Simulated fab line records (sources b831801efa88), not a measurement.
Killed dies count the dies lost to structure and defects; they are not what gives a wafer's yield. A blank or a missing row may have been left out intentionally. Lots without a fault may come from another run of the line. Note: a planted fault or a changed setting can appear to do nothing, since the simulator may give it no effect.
Which tool is to blame? | flow sky130 | 33 wafers from 11 lots sampled at 2 of the route's 708 steps

== WHAT EACH GAUGE READ, for each wafer ==
SKY_METAL5_THK_MEAS_06: measures by xrf.
lot  | measured     | on            | METAL5_ALCU_THK (nm)
L296 | day 41 17:15 | film_metro-02 | 1130 1153 1146
L297 | day 42 18:03 | film_metro-02 | 1155 1155 1150
L301 | day 44 13:19 | film_metro-02 | 1147 1165 1151
L303 | day 45 09:08 | film_metro-02 | 1140 1145 1149
L304 | day 45 19:14 | film_metro-02 | 1162 1158 1164
L313 | day 47 22:03 | film_metro-01 | 1149 1135 1144
L315 | day 47 23:27 | film_metro-03 | 1137 1145 1151
L316 | day 48 10:50 | film_metro-02 | 1158 1131 1154
L317 | day 49 01:30 | film_metro-03 | 1149 1162 1155
L318 | day 49 02:59 | film_metro-02 | 1130 1124 1134
L319 | day 49 06:32 | film_metro-01 | 1133 1153 1153

== TOOL THAT RAN EACH LOT (tool first, then ch and the chambers of the sampled wafers, then the start) ==
lot  | SKY_VIA4_STRIP_13
L296 | plasma_asher-03 ch 0,1, day 41 15:40
L297 | plasma_asher-03 ch 0,1, day 42 16:28
L301 | plasma_asher-01 ch 0,1, day 44 11:43
L303 | plasma_asher-03 ch 0,1, day 45 07:34
L304 | plasma_asher-03 ch 0,1, day 45 17:40
L313 | plasma_asher-02 ch 0,1, day 47 20:27
L315 | plasma_asher-02 ch 0,1, day 47 21:52
L316 | plasma_asher-01 ch 0,1, day 48 09:13
L317 | plasma_asher-01 ch 0,1, day 48 23:55
L318 | plasma_asher-03 ch 0,1, day 49 01:22
L319 | plasma_asher-03 ch 0,1, day 49 04:58
- SKY_VIA4_STRIP_13: strips in O2/N2.

== THE ANSWER, worked out from the rows above alone ==
Rule: what is usual is taken from the lots themselves. Put in order of their means at a reading, lots are off if they are a third of the lots or fewer, leave a main group of 4 or more, and stand apart from it by a gap of 3 or more times the standard deviation of the main group's means; of several such gaps the widest counts. A main group is skipped when, at the precision printed for the reading in the tables above, its means are all equal. Also off: a lot with no number at a reading for which 4 or more lots have one. Any other lot the step has rows for is counted as sound.
None of the lots is off at any reading shown; this tells nothing.

== WHAT HAD BEEN PUT IN BY THE SIMULATOR ==
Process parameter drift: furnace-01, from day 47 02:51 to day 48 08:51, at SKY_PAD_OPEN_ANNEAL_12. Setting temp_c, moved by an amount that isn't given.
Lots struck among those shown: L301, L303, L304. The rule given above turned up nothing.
